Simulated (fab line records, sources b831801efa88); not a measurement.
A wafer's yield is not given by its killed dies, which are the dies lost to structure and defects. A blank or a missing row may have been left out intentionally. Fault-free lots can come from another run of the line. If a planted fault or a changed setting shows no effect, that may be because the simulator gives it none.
fab line records	flow sky130
record lots=24	wafers=72	lastDay=50
route steps=708 shown VIA3@597 METAL4@600 CAP2M@605 VIA4@652
lots untouched by any fault: they come from a run of this same line in which no faults occurred
startH: the number of hours between the record's first day and the start of the first shown wafer of the lot	waitH: time in hours since the lot's previous step	" repeats the value in the row above	L1.1+2: several wafers, shown together as one row	- value missing, or start not given	* or withheld: withheld	< > ~ a bound
route shown NAME@n: names a module that has steps shown in the file, with the first one's number in the route	usual: mean/standard deviation of fault-free wafers	same: alike in all rows	chamber/n: place in a boat	sites: readings site by site	_std_site: standard deviation of those values	_edge_site: the outer-site mean with the inner-site mean subtracted	radiusMm: how far each site lies from the wafer's centre	mask NAME#n: copy n	behind: the tool/chamber that last shaped the wafer	hold: reason for holding the lot/hours on hold/outcome of the hold	device: the n, p or np transistor that did not switch	end of line: the route-end tests of the same wafers	a step with no rows: only its recipe	killed: count of dies lost to structure and defects at first sort (not the wafer's yield)	map: per-die view of a wafer (x killed, . not killed, _ where there is no die)
set.NAME: setting as actually run; set.NAME@STEP: the setting as run at that earlier step	model.NAME: the simulator's own value behind a step, which no gauge read
one table for each step of the route and one row for each wafer, over a sample of lots
services: when a tool's chamber went out of use (startH, in hours from the record's first day, below 0 if earlier), for how many hours, and the reason
## steps
# step SKY_VIA3_CMP_24
# recipe stopOn=SiO2	tOverpolishS=20	downForcePsi=3.5	platenRpm=60	targetThkNm=0	padVelocityMS=0.94248
# usual motorCurrentA=10.4/0.88	overpolishRunS=20.002/0.0096	retainingRingPressureFrac=1.000/0.0047	timeToEndpointS=94/3.8
lot.wafer	tool	chamber	startH	waitH	motorCurrentA	overpolishRunS	retainingRingPressureFrac	timeToEndpointS
L074.2	cmp-02	3	916.95	0.1	10.2	20.009	0.997	97
L074.1	"	0	"	"	10.6	20.005	1.000	97
L074.5	"	0	"	"	10.6	20.008	0.992	99
L075.2	cmp-01	0	929.14	0.1	11.7	19.990	1.004	93
L075.3	"	2	"	"	10.1	19.982	0.997	92
L075.5	"	0	"	"	11.0	20.005	0.999	93
L076.2	cmp-02	1	940.06	0.0	9.6	19.987	0.996	97
L076.4	"	3	"	"	9.9	20.020	0.990	101
L076.6	"	2	"	"	11.1	20.014	1.004	97
L077.2	cmp-02	3	944.10	0.0	10.1	20.004	1.007	94
L077.3	"	0	"	"	10.6	19.993	0.996	97
L077.1	"	1	"	"	9.4	19.997	1.000	94
L079.2	cmp-01	2	957.05	0.0	9.8	20.004	0.993	93
L079.4	"	1	"	"	10.6	20.006	0.999	96
L079.5	"	2	"	"	10.3	19.978	0.992	95
L078.4	cmp-02	0	957.16	0.1	11.0	20.002	0.999	96
L078.2	"	3	"	"	10.3	20.016	0.999	103
L078.6	"	1	"	"	9.5	19.984	1.001	100
L080.4	cmp-01	0	965.68	0.0	11.5	19.992	1.008	90
L080.3	"	1	"	"	10.5	20.007	1.009	91
L080.2	"	2	"	"	9.7	19.998	0.994	93
L081.4	cmp-02	0	977.38	0.0	10.4	20.000	0.999	101
L081.3	"	2	"	"	12.1	20.002	1.004	96
L081.1	"	3	"	"	10.1	19.999	0.999	104
L082.1	cmp-01	2	978.98	0.1	9.8	20.010	0.994	99
L082.2	"	0	"	"	11.7	19.999	1.002	98
L082.5	"	1	"	"	10.7	20.002	0.994	97
L083.4	cmp-01	2	984.38	0.1	10.1	20.010	0.995	91
L083.2	"	3	"	"	9.7	20.002	1.000	87
L083.1	"	0	"	"	11.8	20.001	1.011	90
L084.1	cmp-02	0	998.99	0.1	10.4	19.998	0.996	91
L084.3	"	2	"	"	11.7	20.002	0.996	87
L084.5	"	3	"	"	10.7	20.019	1.002	95
L085.1	cmp-01	2	1004.65	0.1	10.1	20.001	0.990	95
L085.4	"	3	"	"	9.6	19.999	0.998	94
L085.5	"	3	"	"	9.4	20.008	1.008	95
L086.2	cmp-01	0	1010.06	0.2	10.9	20.000	0.997	95
L086.6	"	2	"	"	10.4	19.998	1.001	93
L086.5	"	3	"	"	9.7	19.993	1.000	93
L087.3	cmp-01	1	1012.48	0.0	10.6	20.006	1.004	90
L087.6	"	1	"	"	10.7	19.997	0.999	88
L087.5	"	2	"	"	9.8	19.996	1.002	87
L088.1	cmp-02	1	1024.65	0.1	9.6	19.999	0.999	97
L088.4	"	0	"	"	10.5	20.007	0.996	96
L088.6	"	2	"	"	12.4	19.995	0.990	93
L089.2	cmp-01	3	1025.00	0.0	9.6	20.004	0.994	89
L089.4	"	0	"	"	11.8	19.983	0.997	89
L089.6	"	0	"	"	12.0	20.003	0.994	90
L090.1	cmp-02	2	1040.58	0.1	11.4	20.004	0.999	89
L090.2	"	3	"	"	9.9	20.001	1.004	96
L090.6	"	0	"	"	10.0	19.998	0.996	93
L091.1	cmp-01	2	1043.08	0.1	10.0	20.009	0.999	88
L091.3	"	3	"	"	9.0	20.016	1.000	89
L091.2	"	1	"	"	10.6	20.008	1.003	89
L092.3	cmp-01	3	1045.32	0.0	9.4	20.011	1.003	92
L092.4	"	1	"	"	10.5	20.003	1.001	92
L092.1	"	2	"	"	9.8	19.994	1.001	91
L093.2	cmp-02	1	1051.06	0.0	9.3	20.004	1.003	94
L093.4	"	2	"	"	12.3	19.996	0.998	90
L093.3	"	3	"	"	10.4	20.016	1.001	96
L094.3	cmp-01	3	1061.81	0.2	9.6	20.002	0.996	92
L094.2	"	0	"	"	12.3	19.994	0.994	94
L094.5	"	2	"	"	10.0	20.012	1.006	93
L096.1	cmp-01	0	1068.26	0.1	11.4	20.007	0.998	97
L096.3	"	2	"	"	10.3	20.007	1.001	96
L096.5	"	0	"	"	12.2	20.018	0.998	98
L095.4	cmp-01	0	1074.86	0.0	11.7	20.009	1.004	91
L095.2	"	1	"	"	10.9	19.987	0.995	93
L095.1	"	3	"	"	9.5	19.994	0.998	96
L097.1	cmp-02	3	1081.67	0.2	9.9	19.985	0.996	98
L097.4	"	0	"	"	10.6	20.001	1.001	93
L097.6	"	1	"	"	9.4	20.004	0.999	86
# step SKY_METAL4_SPUTTER_02
# recipe material=AlCu	targetThkNm=735	powerW=10600	timeS=39.1	chamberPressurePa=0.4
# usual throttleValvePct=30.1/1.3
lot.wafer	tool	chamber	startH	waitH	throttleValvePct
L074.1	pvdSputter-03	-	917.30	0.0	30.9
L074.2	"	-	"	"	32.0
L074.5	"	-	"	"	31.2
L075.2	pvdSputter-04	-	929.44	0.0	29.6
L075.3	"	-	"	"	31.0
L075.5	"	-	"	"	29.5
L076.2	pvdSputter-03	-	940.41	0.0	32.6
L076.4	"	-	"	"	32.2
L076.6	"	-	"	"	28.5
L077.1	pvdSputter-03	-	944.45	0.0	30.9
L077.2	"	-	"	"	28.6
L077.3	"	-	"	"	32.2
L079.2	pvdSputter-04	-	957.40	0.0	29.4
L079.4	"	-	"	"	31.0
L079.5	"	-	"	"	31.0
L078.2	pvdSputter-02	-	957.51	0.0	29.0
L078.4	"	-	"	"	28.9
L078.6	"	-	"	"	28.8
L080.2	pvdSputter-02	-	966.03	0.0	28.3
L080.3	"	-	"	"	31.5
L080.4	"	-	"	"	29.4
L081.1	pvdSputter-03	-	977.73	0.0	31.1
L081.3	"	-	"	"	28.3
L081.4	"	-	"	"	30.5
L082.1	pvdSputter-03	-	979.28	0.0	30.8
L082.2	"	-	"	"	30.9
L082.5	"	-	"	"	31.0
L083.1	pvdSputter-03	-	984.68	0.0	30.6
L083.2	"	-	"	"	32.3
L083.4	"	-	"	"	30.9
L084.1	pvdSputter-03	-	999.28	0.0	30.7
L084.3	"	-	"	"	30.8
L084.5	"	-	"	"	28.3
L085.1	pvdSputter-04	-	1005.00	0.0	30.4
L085.4	"	-	"	"	30.8
L085.5	"	-	"	"	30.7
L086.2	pvdSputter-02	-	1010.31	0.0	28.1
L086.5	"	-	"	"	28.8
L086.6	"	-	"	"	31.7
L087.3	pvdSputter-04	-	1012.83	0.0	29.7
L087.5	"	-	"	"	30.5
L087.6	"	-	"	"	29.8
L088.1	pvdSputter-03	-	1025.00	0.0	30.6
L088.4	"	-	"	"	28.3
L088.6	"	-	"	"	28.5
L089.2	pvdSputter-02	-	1025.35	0.0	31.9
L089.4	"	-	"	"	29.1
L089.6	"	-	"	"	28.4
L090.1	pvdSputter-02	-	1040.83	0.0	28.7
L090.2	"	-	"	"	29.2
L090.6	"	-	"	"	28.9
L091.1	pvdSputter-04	-	1043.43	0.0	30.3
L091.2	"	-	"	"	31.2
L091.3	"	-	"	"	29.8
L092.1	pvdSputter-03	-	1045.67	0.0	30.6
L092.3	"	-	"	"	30.9
L092.4	"	-	"	"	32.2
L093.2	pvdSputter-02	-	1051.41	0.0	28.0
L093.3	"	-	"	"	28.9
L093.4	"	-	"	"	31.7
L094.2	pvdSputter-04	-	1062.06	0.0	30.9
L094.3	"	-	"	"	29.5
L094.5	"	-	"	"	30.9
L096.1	pvdSputter-03	-	1068.60	0.0	32.3
L096.3	"	-	"	"	30.7
L096.5	"	-	"	"	28.8
L095.1	pvdSputter-03	-	1075.21	0.0	28.3
L095.2	"	-	"	"	32.4
L095.4	"	-	"	"	28.3
L097.1	pvdSputter-03	-	1081.92	0.0	32.1
L097.4	"	-	"	"	31.0
L097.6	"	-	"	"	30.6
# step SKY_CAP2M_SPUTTER_02
# recipe material=TiN	targetThkNm=200	tempC=300	powerW=6500	timeS=166.7	chamberPressurePa=0.4
# usual susceptorTempC=299.97/0.16	throttleValvePct=30.2/0.86
lot.wafer	tool	chamber	startH	waitH	susceptorTempC	throttleValvePct
L074.1	pvdSputter-01	-	917.48	0.1	300.06	28.7
L074.2	"	-	"	"	300.07	30.6
L074.5	"	-	"	"	300.14	29.3
L075.2	pvdSputter-01	-	929.62	0.0	299.87	30.4
L075.3	"	-	"	"	299.87	29.0
L075.5	"	-	"	"	299.92	31.1
L076.2	pvdSputter-04	-	940.60	0.0	300.16	29.3
L076.4	"	-	"	"	300.04	30.8
L076.6	"	-	"	"	299.79	30.9
L077.1	pvdSputter-04	-	944.64	0.1	299.97	31.0
L077.2	"	-	"	"	299.84	29.5
L077.3	"	-	"	"	300.17	30.5
L079.2	pvdSputter-01	-	957.59	0.0	299.93	31.1
L079.4	"	-	"	"	299.97	30.1
L079.5	"	-	"	"	300.15	31.0
L078.2	pvdSputter-03	-	957.70	0.0	300.03	32.1
L078.4	"	-	"	"	299.97	28.5
L078.6	"	-	"	"	299.94	28.2
L080.2	pvdSputter-01	-	966.23	0.0	299.99	31.0
L080.3	"	-	"	"	299.60	28.7
L080.4	"	-	"	"	300.31	30.1
L081.1	pvdSputter-04	-	977.91	0.1	300.11	29.6
L081.3	"	-	"	"	299.99	31.0
L081.4	"	-	"	"	300.02	30.4
L082.1	pvdSputter-01	-	979.47	0.1	299.55	30.2
L082.2	"	-	"	"	300.31	31.2
L082.5	"	-	"	"	299.77	29.8
L083.1	pvdSputter-01	-	984.86	0.1	299.82	31.2
L083.2	"	-	"	"	299.84	30.7
L083.4	"	-	"	"	299.70	30.2
L084.1	pvdSputter-01	-	999.48	0.1	300.02	30.0
L084.3	"	-	"	"	300.03	31.1
L084.5	"	-	"	"	300.06	29.3
L085.1	pvdSputter-03	-	1005.19	0.1	299.88	28.4
L085.4	"	-	"	"	299.95	32.4
L085.5	"	-	"	"	299.77	30.8
L086.2	pvdSputter-01	-	1010.51	0.0	300.07	30.4
L086.5	"	-	"	"	299.85	31.0
L086.6	"	-	"	"	300.08	29.0
L087.3	pvdSputter-01	-	1013.03	0.0	299.92	30.3
L087.5	"	-	"	"	299.97	30.3
L087.6	"	-	"	"	299.73	30.6
L088.1	pvdSputter-04	-	1025.19	0.1	300.37	30.6
L088.4	"	-	"	"	299.80	30.4
L088.6	"	-	"	"	299.87	29.4
L089.2	pvdSputter-01	-	1025.53	0.0	299.74	30.4
L089.4	"	-	"	"	299.83	31.0
L089.6	"	-	"	"	300.01	31.2
L090.1	pvdSputter-01	-	1041.02	0.1	299.97	28.7
L090.2	"	-	"	"	300.09	30.5
L090.6	"	-	"	"	300.17	31.2
L091.1	pvdSputter-01	-	1043.62	0.1	299.66	30.0
L091.2	"	-	"	"	299.88	30.9
L091.3	"	-	"	"	299.63	29.0
L092.1	pvdSputter-01	-	1045.87	0.1	300.09	30.3
L092.3	"	-	"	"	300.08	29.1
L092.4	"	-	"	"	300.07	30.0
L093.2	pvdSputter-04	-	1051.60	0.0	299.82	29.6
L093.3	"	-	"	"	299.92	30.7
L093.4	"	-	"	"	300.31	29.5
L094.2	pvdSputter-03	-	1062.25	0.0	299.96	32.1
L094.3	"	-	"	"	299.99	30.6
L094.5	"	-	"	"	299.97	30.6
L096.1	pvdSputter-04	-	1068.79	0.1	299.88	30.8
L096.3	"	-	"	"	299.79	30.6
L096.5	"	-	"	"	299.89	29.8
L095.1	pvdSputter-01	-	1075.40	0.1	299.79	30.4
L095.2	"	-	"	"	299.97	28.9
L095.4	"	-	"	"	300.02	31.1
L097.1	pvdSputter-04	-	1082.11	0.1	300.12	29.4
L097.4	"	-	"	"	299.87	29.8
L097.6	"	-	"	"	299.76	29.5
# step SKY_VIA4_STRIP_13
# recipe chemistry=O2/N2	powerW=1400	pressureMtorr=1500	platenTempC=withheld	o2FlowSccm=3000	n2FlowSccm=300	overashFraction=0.5
# usual drypumpMotorCurrentA=5.70/0.2	oesProductAu=0.709/0.005	stripTimeToEndpointS=12.798/0.029
lot.wafer	tool	chamber	startH	waitH	drypumpMotorCurrentA	oesProductAu	rfHoursCounterH	stripTimeToEndpointS
L074.1	plasmaAsher-03	1	991.48	-	5.91	0.702	53	12.794
L074.2	"	0	"	"	5.53	0.704	53	12.859
L074.5	"	1	"	"	5.89	0.711	-	12.830
L075.2	plasmaAsher-03	1	1003.70	-	5.90	0.705	54	12.752
L075.3	"	1	"	"	5.91	0.711	-	12.852
L075.5	"	0	"	"	5.53	0.711	-	12.797
L076.2	plasmaAsher-03	0	1014.10	-	5.53	0.704	56	12.802
L076.4	"	1	"	"	5.90	0.718	-	12.777
L076.6	"	1	"	"	5.89	0.713	-	12.798
L077.1	plasmaAsher-01	0	1016.74	-	5.93	0.716	26	12.831
L077.2	"	1	"	"	5.45	0.703	26	12.828
L077.3	"	0	"	"	5.92	0.708	-	12.774
L079.2	plasmaAsher-03	1	1029.40	-	5.89	0.711	57	12.768
L079.4	"	0	"	"	5.54	0.709	-	12.823
L079.5	"	0	"	"	5.54	0.703	-	12.803
L078.2	plasmaAsher-02	1	1030.00	-	5.63	0.704	93	12.785
L078.4	"	1	"	"	5.65	0.703	-	12.793
L078.6	"	0	"	"	5.65	0.710	-	12.795
L080.2	plasmaAsher-01	1	1038.95	-	5.46	0.705	27	12.811
L080.3	"	1	"	"	5.47	0.709	-	12.812
L080.4	"	0	"	"	5.95	0.707	-	12.810
L081.1	plasmaAsher-03	1	1049.18	-	5.93	0.710	60	12.772
L081.3	"	0	"	"	5.52	0.708	-	12.775
L081.4	"	1	"	"	5.90	0.710	-	12.790
L082.1	plasmaAsher-03	1	1051.80	-	5.93	0.716	60	12.775
L082.2	"	0	"	"	5.54	0.707	60	12.803
L082.5	"	1	"	"	5.90	0.704	-	12.812
L083.1	plasmaAsher-02	1	1057.03	-	5.62	0.701	96	12.790
L083.2	"	0	"	"	5.64	0.705	96	12.771
L083.4	"	1	"	"	5.63	0.706	-	12.760
L084.1	plasmaAsher-01	0	1068.19	-	5.94	0.701	30	12.740
L084.3	"	0	"	"	5.94	0.713	-	12.748
L084.5	"	1	"	"	5.47	0.707	-	12.758
L085.1	plasmaAsher-03	1	1074.48	-	5.91	0.709	62	12.831
L085.4	"	1	"	"	5.91	0.707	-	12.776
L085.5	"	0	"	"	5.54	0.710	-	12.794
L086.2	plasmaAsher-02	1	1078.54	-	5.62	0.712	98	12.811
L086.5	"	1	"	"	5.60	0.703	-	12.792
L086.6	"	0	"	"	5.65	0.705	-	12.767
L087.3	plasmaAsher-01	0	1080.96	-	5.94	0.712	-	12.782
L087.5	"	1	"	"	5.47	0.708	-	12.775
L087.6	"	0	"	"	5.95	0.694	-	12.807
L088.1	plasmaAsher-02	0	1091.15	-	5.65	0.703	99	12.826
L088.4	"	0	"	"	5.66	0.714	-	12.778
L088.6	"	1	"	"	5.65	0.709	-	12.752
L089.2	plasmaAsher-01	0	1091.45	-	5.94	0.695	33	12.771
L089.4	"	1	"	"	5.48	0.720	-	12.788
L089.6	"	1	"	"	5.47	0.706	-	12.801
L090.1	plasmaAsher-01	0	1106.09	-	5.93	0.713	34	12.827
L090.2	"	1	"	"	5.48	0.711	34	12.830
L090.6	"	0	"	"	5.93	0.709	-	12.793
L091.1	plasmaAsher-02	0	1108.64	-	5.64	0.698	101	12.765
L091.2	"	1	"	"	5.62	0.706	101	12.801
L091.3	"	0	"	"	5.65	0.702	-	12.815
L092.1	plasmaAsher-01	1	1110.23	-	5.47	0.706	34	12.777
L092.3	"	1	"	"	5.45	0.706	-	12.760
L092.4	"	0	"	"	5.94	0.704	-	12.782
L093.2	plasmaAsher-01	1	1114.23	-	5.45	0.715	35	12.815
L093.3	"	0	"	"	5.96	0.705	-	12.829
L093.4	"	1	"	"	5.47	0.705	-	12.805
L094.2	plasmaAsher-01	1	1125.19	-	5.46	0.707	36	12.796
L094.3	"	0	"	"	5.92	0.720	-	12.835
L094.5	"	0	"	"	5.93	0.716	-	12.790
L096.1	plasmaAsher-03	1	1131.40	-	5.94	0.704	68	12.847
L096.3	"	1	"	"	5.94	0.718	-	12.855
L096.5	"	0	"	"	5.53	0.712	-	12.775
L095.1	plasmaAsher-03	1	1137.33	-	5.91	0.711	68	12.806
L095.2	"	0	"	"	5.52	0.710	68	12.778
L095.4	"	0	"	"	5.52	0.714	-	12.748
L097.1	plasmaAsher-01	1	1143.18	-	5.44	0.714	37	12.777
L097.4	"	1	"	"	5.45	0.708	-	12.813
L097.6	"	0	"	"	5.94	0.714	-	12.817
# step SKY_VIA4_RS_MEAS_19
# recipe thkMeasGauge=four-point-probe	reads=W_of_VIA4_CVD_18+TiN_of_VIA4_SPUTTER_17
# usual VIA4_W_RS=0.2260/0.0023
lot.wafer	tool	chamber	startH	waitH	VIA4_W_RS[ohm/sq]
L074.1	filmMetro-03	-	992.33	0.1	0.2245
L074.2	"	-	"	"	0.2254
L074.5	"	-	"	"	0.2252
L075.2	filmMetro-04	-	1004.66	0.1	0.2222
L075.3	"	-	"	"	0.2250
L075.5	"	-	"	"	0.2277
L076.2	filmMetro-04	-	1014.99	0.1	0.2214
L076.4	"	-	"	"	0.2219
L076.6	"	-	"	"	0.2269
L077.1	filmMetro-04	-	1017.58	0.1	0.2282
L077.2	"	-	"	"	0.2269
L077.3	"	-	"	"	0.2295
L079.2	filmMetro-04	-	1030.27	0.1	0.2288
L079.4	"	-	"	"	0.2272
L079.5	"	-	"	"	0.2278
L078.2	filmMetro-03	-	1030.94	0.1	0.2277
L078.4	"	-	"	"	0.2260
L078.6	"	-	"	"	0.2237
L080.2	filmMetro-02	-	1039.81	0.1	0.2267
L080.3	"	-	"	"	0.2277
L080.4	"	-	"	"	0.2298
L081.1	filmMetro-04	-	1050.03	0.1	0.2249
L081.3	"	-	"	"	0.2266
L081.4	"	-	"	"	0.2251
L082.1	filmMetro-02	-	1052.61	0.1	0.2251
L082.2	"	-	"	"	0.2263
L082.5	"	-	"	"	0.2249
L083.1	filmMetro-04	-	1057.83	0.1	0.2230
L083.2	"	-	"	"	0.2259
L083.4	"	-	"	"	0.2263
L084.1	filmMetro-04	-	1069.06	0.1	0.2283
L084.3	"	-	"	"	0.2286
L084.5	"	-	"	"	0.2262
L085.1	filmMetro-03	-	1075.72	0.1	0.2305
L085.4	"	-	"	"	0.2279
L085.5	"	-	"	"	0.2281
L086.2	filmMetro-04	-	1079.40	0.1	0.2259
L086.5	"	-	"	"	0.2248
L086.6	"	-	"	"	0.2280
L087.3	filmMetro-02	-	1081.79	0.1	0.2256
L087.5	"	-	"	"	0.2253
L087.6	"	-	"	"	0.2295
L088.1	filmMetro-02	-	1091.96	0.1	0.2203
L088.4	"	-	"	"	0.2255
L088.6	"	-	"	"	0.2278
L089.2	filmMetro-04	-	1092.28	0.1	0.2259
L089.4	"	-	"	"	0.2270
L089.6	"	-	"	"	0.2279
L090.1	filmMetro-04	-	1106.89	0.1	0.2280
L090.2	"	-	"	"	0.2276
L090.6	"	-	"	"	0.2276
L091.1	filmMetro-04	-	1109.45	0.1	0.2262
L091.2	"	-	"	"	0.2229
L091.3	"	-	"	"	0.2262
L092.1	filmMetro-04	-	1111.08	0.1	0.2245
L092.3	"	-	"	"	0.2240
L092.4	"	-	"	"	0.2257
L093.2	filmMetro-04	-	1115.06	0.1	0.2267
L093.3	"	-	"	"	0.2277
L093.4	"	-	"	"	0.2269
L094.2	filmMetro-04	-	1126.11	0.1	0.2268
L094.3	"	-	"	"	0.2279
L094.5	"	-	"	"	0.2266
L096.1	filmMetro-04	-	1132.25	0.1	0.2300
L096.3	"	-	"	"	0.2275
L096.5	"	-	"	"	0.2277
L095.1	filmMetro-03	-	1138.17	0.1	0.2272
L095.2	"	-	"	"	0.2184
L095.4	"	-	"	"	0.2233
L097.1	filmMetro-03	-	1144.02	0.1	0.2294
L097.4	"	-	"	"	0.2265
L097.6	"	-	"	"	0.2279
# step SKY_VIA4_CMP_21
# recipe stopOn=SiO2	tOverpolishS=25	downForcePsi=3.5	platenRpm=60	targetThkNm=0	padVelocityMS=0.94248
# usual motorCurrentA=10.4/0.9	overpolishRunS=25.001/0.0098	retainingRingPressureFrac=0.999/0.0047	timeToEndpointS=121/4
lot.wafer	tool	chamber	startH	waitH	motorCurrentA	overpolishRunS	retainingRingPressureFrac	timeToEndpointS
L074.2	cmp-01	0	992.56	0.1	12.1	24.999	1.003	120
L074.1	"	2	"	"	10.2	25.003	1.003	121
L074.5	"	0	"	"	11.7	24.997	0.999	121
L075.2	cmp-02	1	1004.82	0.0	9.6	24.991	0.995	124
L075.3	"	2	"	"	11.2	24.995	1.002	119
L075.5	"	2	"	"	11.9	24.992	1.003	116
L076.4	cmp-01	0	1015.20	0.1	11.2	25.006	1.007	119
L076.2	"	1	"	"	10.6	24.987	1.003	115
L076.6	"	3	"	"	9.6	24.999	0.996	113
L077.2	cmp-02	1	1017.76	0.0	10.0	25.003	1.005	120
L077.3	"	2	"	"	11.8	25.008	0.997	119
L077.1	"	0	"	"	10.7	25.001	0.995	124
L079.2	cmp-01	0	1030.43	0.0	11.8	25.028	0.997	118
L079.4	"	3	"	"	9.5	25.005	1.005	122
L079.5	"	1	"	"	10.9	24.993	1.010	121
L078.2	cmp-02	3	1031.15	0.1	10.4	25.010	0.997	121
L078.4	"	0	"	"	11.2	25.029	1.000	123
L078.6	"	3	"	"	9.6	24.983	0.990	126
L080.2	cmp-01	2	1039.97	0.0	10.3	24.996	0.990	110
L080.3	"	3	"	"	9.8	24.995	1.001	113
L080.4	"	0	"	"	11.3	25.003	0.998	111
L081.4	cmp-02	2	1050.24	0.0	11.6	25.017	1.000	116
L081.3	"	0	"	"	10.6	24.984	1.004	118
L081.1	"	1	"	"	9.3	25.002	1.000	120
L082.1	cmp-02	1	1052.84	0.1	9.6	24.984	0.993	124
L082.2	"	2	"	"	11.3	24.998	1.000	120
L082.5	"	0	"	"	11.3	25.006	1.003	124
L083.2	cmp-01	1	1058.01	0.0	11.2	25.007	0.999	116
L083.1	"	2	"	"	10.4	25.004	1.002	119
L083.4	"	3	"	"	8.7	24.993	0.990	118
L084.3	cmp-02	0	1069.24	0.0	10.3	25.015	0.990	120
L084.1	"	3	"	"	9.7	25.007	1.008	126
L084.5	"	1	"	"	8.6	24.998	0.996	121
L085.4	cmp-01	1	1075.95	0.1	10.5	25.008	1.003	122
L085.1	"	2	"	"	10.0	24.995	1.000	117
L085.5	"	1	"	"	10.8	24.997	1.001	118
L086.2	cmp-01	1	1079.56	0.0	10.9	24.982	1.003	123
L086.6	"	1	"	"	10.0	25.005	1.001	118
L086.5	"	2	"	"	9.7	25.001	0.995	120
L087.3	cmp-01	1	1082.31	0.4	10.6	25.010	0.999	119
L087.6	"	2	"	"	10.3	24.999	1.002	112
L087.5	"	3	"	"	9.0	25.022	0.997	121
L088.4	cmp-01	1	1092.14	0.0	11.2	25.010	1.000	115
L088.1	"	2	"	"	9.6	24.999	1.001	119
L088.6	"	2	"	"	9.8	24.993	1.005	118
L089.2	cmp-02	1	1092.44	0.0	9.2	25.007	0.993	120
L089.4	"	0	"	"	10.6	25.006	0.997	118
L089.6	"	2	"	"	11.8	25.004	1.003	115
L090.2	cmp-01	2	1107.37	0.3	9.6	24.992	1.000	122
L090.1	"	3	"	"	9.2	25.003	1.002	121
L090.6	"	2	"	"	10.1	25.001	1.004	119
L091.2	cmp-02	0	1109.63	0.0	11.0	25.010	1.004	130
L091.3	"	2	"	"	12.0	24.986	1.007	124
L091.1	"	3	"	"	10.0	25.006	0.999	128
L092.4	cmp-02	1	1111.26	0.0	9.2	25.002	0.998	121
L092.1	"	3	"	"	9.8	24.999	1.008	130
L092.3	"	0	"	"	10.9	24.991	1.000	126
L093.2	cmp-02	0	1115.22	0.0	10.4	24.996	1.011	123
L093.3	"	2	"	"	10.9	25.015	0.995	120
L093.4	"	3	"	"	10.3	24.993	0.994	127
L094.3	cmp-02	1	1126.55	0.3	9.3	25.025	0.996	128
L094.2	"	3	"	"	10.2	25.004	0.997	132
L094.5	"	0	"	"	10.7	24.985	1.007	128
L096.3	cmp-01	0	1132.43	0.0	11.7	24.998	1.004	116
L096.1	"	2	"	"	10.0	24.993	0.998	115
L096.5	"	0	"	"	11.4	24.998	0.998	118
L095.4	cmp-01	2	1138.40	0.1	10.3	24.991	1.001	118
L095.1	"	3	"	"	9.5	24.989	0.994	118
L095.2	"	0	"	"	11.1	24.999	1.003	120
L097.4	cmp-02	0	1144.20	0.0	10.7	24.990	1.002	125
L097.1	"	2	"	"	11.3	24.988	1.006	120
L097.6	"	0	"	"	10.2	25.001	0.998	124
## services
tool	chamber	startH	hours	kind
cmp-02	-	910.81	1.0	repair
cmp-01	-	911.95	10.2	pm
cmp-02	-	920.14	1.0	repair
plasmaAsher-01	-	921.10	0.9	repair
cmp-01	-	922.15	4.0	pm
cmp-01	-	926.15	-	consumableReplace:conditioner
cmp-01	-	926.15	-	consumableReplace:pad
pvdSputter-03	0	934.65	-	consumableReplace:kit
pvdSputter-03	0	934.65	18.0	scheduledDown
pvdSputter-03	0	934.65	18.0	ventCycle
cmp-01	-	944.04	4.4	repair
plasmaAsher-02	-	956.81	2.3	repair
cmp-01	-	971.26	0.4	repair
plasmaAsher-01	-	1023.27	15.6	pm
cmp-01	-	1037.66	0.2	repair
pvdSputter-03	3	1060.21	-	consumableReplace:kit
pvdSputter-04	-	1069.11	2.1	repair
cmp-02	-	1084.00	4.0	pm
cmp-02	-	1088.00	-	consumableReplace:conditioner
cmp-02	-	1088.00	-	consumableReplace:pad
pvdSputter-01	-	1090.52	9.2	repair
pvdSputter-04	-	1103.02	2.7	repair
cmp-01	-	1121.53	0.4	repair
plasmaAsher-02	-	1141.96	0.6	repair
## key
fault none
